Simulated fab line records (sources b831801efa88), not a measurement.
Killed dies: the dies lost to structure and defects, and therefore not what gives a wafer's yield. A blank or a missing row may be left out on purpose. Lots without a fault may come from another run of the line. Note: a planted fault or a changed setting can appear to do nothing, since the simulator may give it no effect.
A struck lot beside a sound one :: flow gf180mcu :: 15 out of 602 route steps
Sound: wafers L704.1, L704.2, L704.6. Wafers struck: L718.1, L718.2, L718.3. Last of all comes the cause.
Each step with rows lists, per side, the tool, then ch with its chambers, then its first start. Under that, the readings that differ: sound wafers :: struck wafers :: difference of the means :: sigmas: that difference in standard deviations of wafers without a fault.
alike: readings whose means differ by less than 2 such deviations, and words and numbers that are the same on both sides. not compared: withheld readings, readings that some wafer has no value for, bounds like >300 that may hide the same value, and numbers for which the record gives no deviation and whose values overlap.
The two part at a step that has a row with sigmas, a row that says differs or no value, or rows on one side only. Numbers that have no deviation but don't overlap get no sigmas and don't part them. Lack of a reading on every wafer of one side parts them only where that side has two or more wafers.

first, 1 step without rows for these wafers: GF_SAB_DEVELOP_08 (develop time 60 s).
GF_SAB_CD_MEAS_09 targets a cd of 420 nm.
  sound on cd-sem-01 at day 15 11:11; struck on cd-sem-02 at day 20 06:29
  alike: cd-nm
GF_SAB_OVL_MEAS_10:
  sound on overlay-01 at day 15 11:18; struck on overlay-01 at day 20 06:36
  alike: SAB_OVL
GF_SAB_ETCH_11: etches SiO2 in C4F8/O2/Ar, target depth 55 nm, time 8.5 s.
  sound on rie-diel-04 ch 0,1,2, day 15 11:20; struck on rie-diel-01 ch 0,1,2, day 20 06:38
reading: oes-product-au (a.u.)
sound: 1.016 1.010 1.017
struck: 0.983 0.991 0.989
difference: -0.027
sigmas: -2
  not compared: rf-hours-counter-h
then, 1 step without rows for these wafers: GF_SAB_WET_ETCH_12 (etches SiO2 in dHF, target depth 22 nm, time 440 s).
GF_SAB_STRIP_13: strips in O2/N2.
  sound on plasma-asher-04 ch 0,1, day 15 11:29; struck on plasma-asher-02 ch 0,1, day 20 06:47
reading: strip-time-to-endpoint-s (s)
sound: 12.70 12.69 12.72
struck: 12.62 12.64 12.60
difference: -0.08
sigmas: -2
  alike: drypump-motor-current-A, heater-power-w, oes-product-au
  not compared: rf-hours-counter-h
then, 2 steps without rows for these wafers: GF_SALICIDE_CLEAN_00 (cleans in SC1/SC2, time 150 s); GF_SALICIDE_WET_ETCH_01 (etches SiO2 in dHF, target depth 5 nm, time 100 s).
GF_SALICIDE_SPUTTER_02: material Co, target thk 10 nm, time 20 s.
  sound on pvd-sputter-03 at day 15 11:41; struck on pvd-sputter-04 at day 20 06:59
  alike: cathode-dc-power-W, throttle-valve-pct
GF_SALICIDE_SPUTTER_03: material TiN, target thk 20 nm, time 16.7 s.
  sound on pvd-sputter-03 at day 15 11:43; struck on pvd-sputter-04 at day 20 07:01
  alike: cathode-dc-power-W, throttle-valve-pct
GF_SALICIDE_RS_MEAS_04: uses a four-point probe to measure.
  sound on film-metro-02 at day 15 11:44; struck on film-metro-01 at day 20 07:02
  alike: SALICIDE_TIN_RS
GF_SALICIDE_THK_MEAS_05: measures by xrf.
  sound on film-metro-02 at day 15 11:51; struck on film-metro-01 at day 20 07:09
  alike: SALICIDE_TIN_THK
GF_SALICIDE_RTA_06: time 30 s.
  sound on rtp-anneal-02 ch 0, day 15 11:55; struck on rtp-anneal-02, day 20 07:13
  no value came back on the struck wafers for anneal-temp-c-max, chamber-o2-ppm, lamp-power-pct (%), wafer_temp_C_max; on the sound wafers anneal-temp-c-max reads 531.8 532.9 533.6
then, 1 step without rows for these wafers: GF_SALICIDE_WET_ETCH_07 (etches the open film in SPM, target depth 120 nm).
-- the record jumps here: 13 days lie between the struck wafers' starts before and after (it left off in module SALICIDE and takes up again in module PASSIVATION, whose first step shown is number 602 of the route) --
GF_PASSIVATION_PROBE_99:
  sound on prober-02 at day 29 07:32; struck on prober-02 at day 33 00:05
reading: model.etest.ppoly-sal.line-ohm-um
sound: 27.58 26.92 26.97
struck: 1219 1224 1262
difference: +1208
sigmas: 

reading: model.etest.npoly-sal.line-ohm-um
sound: 27.13 28.01 27.04
struck: 1145 1124 1170
difference: +1119
sigmas: 

reading: model.etest.pplus-sal.line-ohm-um
sound: 33.76 35.12 34.07
struck: 821.3 838.5 823.7
difference: +793.5
sigmas: 

reading: model.etest.ppoly-sal.rs-ohm-sq
sound: 7.173 7.191 6.962
struck: 343.8 347.3 354.3
difference: +341.4
sigmas: 

reading: model.etest.npoly-sal.rs-ohm-sq
sound: 7.151 7.225 7.005
struck: 319.5 320.9 329.9
difference: +316.3
sigmas: 

reading: model.etest.ppoly-u.end-ohm
sound: 28.82 31.21 30.99
struck: 274 276.2 279.7
difference: +246
sigmas: 

reading: model.etest.nplus-sal.line-ohm-um
sound: 30.87 31.73 30.39
struck: 266.6 268.4 268.2
difference: +236.7
sigmas: 

reading: model.etest.contact-poly.rc-ohm
sound: 6.143 5.912 6.086
struck: 225.7 229.2 229.9
difference: +222.2
sigmas: 

WHERE THEY PART
Last at GF_SALICIDE_RTA_06 as far as this record goes, first at GF_SAB_ETCH_11.

WHY: what had been put in by the simulator
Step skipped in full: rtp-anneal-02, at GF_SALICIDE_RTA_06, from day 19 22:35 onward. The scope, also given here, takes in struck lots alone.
